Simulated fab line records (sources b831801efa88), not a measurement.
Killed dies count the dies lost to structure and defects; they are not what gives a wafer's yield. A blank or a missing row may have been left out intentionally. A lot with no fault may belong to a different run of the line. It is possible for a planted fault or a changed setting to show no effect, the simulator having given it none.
One fault through the eyes of 2 desks | flow sky130 | numbers are kept per desk, each desk with only its own; the story behind them comes last

## AT THE TOOL OWNER'S DESK: implanter-04
For each lot that ran on this tool, the mean over its sampled wafers that have a number, from the tool's own readings at SKY_LDD_P_IMPLANT_09. The brackets show how far a lot's mean lies from the usual mean; more than 4 standard deviations puts the lot out of limits, marked OUT.
Columns: A = beamOnS at SKY_LDD_P_IMPLANT_09, usual 10.00 s
lot  | first seen here | A
L431 | day 19 03:27    | 9.90
L433 | day 20 02:54    | 10.10
L439 | day 22 16:09    | 9.87
L440 | day 22 18:55    | 9.94
L442 | day 23 12:55    | 9.91
L450 | day 26 14:01    | 9.98
L453 | day 27 20:04    | 9.84
Finding of this desk: none of the 7 lots has anything out of limits.

## AT THE METROLOGY DESK
Lot by lot, what the gauges showed, no matter which tool ran the lot: averages of those sampled wafers that carry a number. The brackets show how far a lot's mean lies from the usual mean; more than 4 standard deviations puts the lot out of limits, marked OUT.
Columns: A = LDD_P_TW at SKY_LDD_P_TW_MEAS_11, usual 639; B = LDD_HVN_OVL at SKY_LDD_HVN_OVL_MEAS_07, usual 1.6 nm
lot  | first seen here | A   | B
L430 | day 18 23:31    | 648 | 0.8
L431 | day 19 03:42    | 637 | 1.1
L432 | day 19 13:19    | 641 | 0.6
L433 | day 20 03:09    | 643 | 0.0
L439 | day 22 16:22    | 622 | 1.7
L440 | day 22 19:10    | 625 | 1.3
L442 | day 23 13:10    | 624 | 1.9
L444 | day 24 05:28    | 638 | 0.5
L445 | day 25 03:09    | 635 | -0.4
L446 | day 25 07:16    | 635 | 2.5
L449 | day 26 05:10    | 641 | 1.0
L451 | day 26 12:47    | 640 | 1.3
L450 | day 26 14:16    | 641 | 1.3
L452 | day 26 18:31    | 634 | 2.1
L453 | day 27 20:19    | 642 | 1.4
Finding of this desk: none of the 15 lots has anything out of limits.

## TAKEN TOGETHER
Nothing out of limits was seen by the tool owner's desk.
Metrology desk: nothing out of limits seen.

## WHAT THE SIMULATOR PUT IN
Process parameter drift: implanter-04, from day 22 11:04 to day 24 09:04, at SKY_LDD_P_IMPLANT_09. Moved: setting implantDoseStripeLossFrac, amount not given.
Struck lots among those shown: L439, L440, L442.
